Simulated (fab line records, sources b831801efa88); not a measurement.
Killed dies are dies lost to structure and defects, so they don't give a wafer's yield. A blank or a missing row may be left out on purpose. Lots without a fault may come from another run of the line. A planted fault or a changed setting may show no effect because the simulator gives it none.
fab line records | flow sky130
record lots=13 wafers=38 last_day=50
route steps=708 shown SONOS_TUNNEL@160
lots that met no fault: from a run of the same line without faults
start_h: hours from the record's first day to the start of the lot's first wafer shown | wait_h: hours since the lot's step before | " the same as in the row above | L1.1+2: a row that stands for several wafers | - no value, or no start given | * or withheld: withheld | < > ~ a bound
route shown NAME@n: a module of which the file shows steps, and the number in the route of the first | usual: mean/standard deviation of fault-free wafers | same: alike in all rows | chamber/n: place in a boat | sites: the reading at each site | _std_site: their standard deviation | _edge_site: outer sites' mean less inner sites' | radius_mm: how far each site lies from the wafer's centre | mask NAME#n: copy n | behind: the tool/chamber that last shaped the wafer | hold: why the lot was held/for how many hours/how that ended | device: the transistor (n, p or np) that didn't switch | end of line: the same wafers' tests at the end of the route | a step without rows: its recipe alone | killed: dies lost to structure and defects at the first sort, not the wafer's yield | map: a wafer's dies, x killed, . not, _ none there
set.NAME: the setting as run; set.NAME@STEP: as run at that earlier step | model.NAME: the simulator's own value behind a step, which no gauge read
steps of the route over a sample of lots; a table a step, a row a wafer
## steps
# step SKY_SONOS_TUNNEL_DEVELOP_06
# recipe resist=NOVOLAK developer=TMAH develop_time_s=60 dev_temp_c=23
# columns lot.wafer tool chamber start_h wait_h
L691.1+5+6 litho_track-02 0 246.31 0.1
L692.2+4+6 litho_track-04 0 250.27 0.1
L693.1+4+6 litho_track-01 0 261.14 0.1
L694.2+5+6 litho_track-01 0 273.42 0.1
L696.1+5 litho_track-04 0 285.55 0.1
L705.2+4+5 litho_track-01 0 355.52 0.1
L707.3+4+6 litho_track-04 0 372.80 0.1
L708.4+5+6 litho_track-01 0 382.07 0.1
L709.2+4+5 litho_track-02 0 396.69 0.1
L711.2+3+5 litho_track-02 0 410.29 0.1
L712.1+3+5 litho_track-04 0 417.85 0.1
L713.2+3+5 litho_track-01 0 428.97 0.1
L714.2+4+5 litho_track-04 0 434.92 0.1
# step SKY_SONOS_TUNNEL_CD_MEAS_07
# recipe target_cd_nm=410
# usual cd_nm=409.5/2.5
# columns lot.wafer tool chamber start_h wait_h cd_nm
L691.1 cd_sem-01 - 246.46 0.1 409.6
L691.5 " - " " 408.2
L691.6 " - " " 407.7
L692.2 cd_sem-02 - 250.42 0.1 407.9
L692.4 " - " " 408.9
L692.6 " - " " 408.6
L693.1 cd_sem-01 - 261.29 0.1 406.4
L693.4 " - " " 408.4
L693.6 " - " " 407.3
L694.2 cd_sem-02 - 273.56 0.1 408.9
L694.5 " - " " 408.4
L694.6 " - " " 408.1
L696.1 cd_sem-01 - 285.70 0.1 395.4
L696.5 " - " " 412.5
L705.2 cd_sem-02 - 355.66 0.1 404.3
L705.4 " - " " 402.3
L705.5 " - " " 403.9
L707.3 cd_sem-02 - 372.94 0.1 411.5
L707.4 " - " " 410.8
L707.6 " - " " 409.9
L708.4 cd_sem-01 - 382.20 0.1 409.1
L708.5 " - " " 409.1
L708.6 " - " " 408.0
L709.2 cd_sem-02 - 396.83 0.1 415.0
L709.4 " - " " 412.7
L709.5 " - " " 414.3
L711.2 cd_sem-01 - 410.43 0.1 411.8
L711.3 " - " " 410.6
L711.5 " - " " 410.4
L712.1 cd_sem-01 - 418.00 0.1 408.7
L712.3 " - " " 410.5
L712.5 " - " " 409.6
L713.2 cd_sem-02 - 429.11 0.1 408.4
L713.3 " - " " 409.2
L713.5 " - " " 407.4
L714.2 cd_sem-02 - 435.07 0.1 407.9
L714.4 " - " " 403.5
L714.5 " - " " 407.3
## key
first_sign step=SKY_SONOS_TUNNEL_CD_MEAS_07 reading=cd_nm direction=down sigmas=5.5 usual=409.5 struck=395.4
effect none on later readings
met_at SKY_SONOS_TUNNEL_DEVELOP_06
struck_lots L696
struck_wafers L696.1
tester_left_out L696
onset_between 250.27 285.55
fault kind=process_parameter_drift tool=litho_track-04 chamber=- onset_h=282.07 steps=SKY_SONOS_TUNNEL_DEVELOP_06 channel=develop_time_s offset=* shape=step end_h=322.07 scope=struck_wafers_only acts_in=* stated=*
# tester_left_out: of these lots the tester's yield and bins aren't shown, on N5 and GAA mostly nor the transistor test; their killed dies are dies lost to structure and defects alone, not to doping, threshold or leakage, so they don't give the yield
